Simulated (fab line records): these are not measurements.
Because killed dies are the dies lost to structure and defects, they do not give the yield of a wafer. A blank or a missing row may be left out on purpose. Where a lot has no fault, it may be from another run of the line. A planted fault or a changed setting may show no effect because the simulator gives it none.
The same fault as seen by 2 desks -- flow gf180mcu -- numbers are kept per desk, each desk with only its own; the story behind them comes last

== AT THE TOOL OWNER'S DESK: implanter-02 ==
The tool's own readings at GF_HV_LDD_IMPLANT_36: means of the sampled wafers that have a number, for each lot that ran on this tool. Marked OUT: a lot whose mean sits more than 4 standard deviations from the usual mean, which makes it out of limits; the brackets give that distance.
Columns: A = dose ions cm2 at GF_HV_LDD_IMPLANT_36, usual 7.5e+12
lot,first seen here,A
L522,day 13 05:04,7.5e+12
L525,day 13 21:31,7.5e+12
L526,day 14 07:31,7.5e+12
L528,day 14 20:19,7.5e+12
Result from this desk: across the 4 lots, nothing is out of limits.

== FROM THE METROLOGY DESK ==
What the gauges read for every lot (on any tool): the sampled wafers with a number, averaged. Marked OUT: a lot whose mean sits more than 4 standard deviations from the usual mean, which makes it out of limits; the brackets give that distance. Only the readings that lie furthest out on some lot appear, 7 of the 9 it has.
Columns: A = cd nm at GF_HV_LDD_CD_MEAS_31, usual 400.0 nm; B = HV_LDD_02_OVL at GF_HV_LDD_OVL_MEAS_32, usual -1.4 nm; C = HV_LDD_3_TW at GF_HV_LDD_TW_MEAS_38, usual 1421; D = cd nm at GF_HV_LDD_CD_MEAS_46, usual 399.8 nm; E = HV_LDD_03_OVL at GF_HV_LDD_OVL_MEAS_47, usual -1.3 nm; F = HV_LDD_4_TW at GF_HV_LDD_TW_MEAS_50, usual 566; G = HV_LDD_RS at GF_HV_LDD_RS_MEAS_53, usual 418.3 ohm/sq
lot,first seen here,A,B,C,D,E,F,G
L520,day 12 08:39,396.0,-1.3,1419,398.1,-2.9,566,419.2
L522,day 13 04:28,398.1,-1.2,1410,403.9,-0.9,561,417.7
L525,day 13 20:54,400.5,-1.6,1422,399.4,-1.8,560,418.5
L526,day 14 06:54,402.1,-3.5,1432,402.3,-1.4,566,419.9
L528,day 14 19:43,400.0,-4.6,1397,403.8,-1.2,560,420.6
L529,day 15 01:13,398.3,-0.8,1411,402.2,-0.2,563,417.5
L540,day 18 20:46,400.2,-1.0,1419,399.1,-3.5,560,418.1
Result from this desk: across the 7 lots, nothing is out of limits.

== BROUGHT TOGETHER ==
The tool owner's desk saw nothing out of limits.
From the metrology desk's view, nothing was out of limits.

== WHAT THE SIMULATOR PUT IN ==
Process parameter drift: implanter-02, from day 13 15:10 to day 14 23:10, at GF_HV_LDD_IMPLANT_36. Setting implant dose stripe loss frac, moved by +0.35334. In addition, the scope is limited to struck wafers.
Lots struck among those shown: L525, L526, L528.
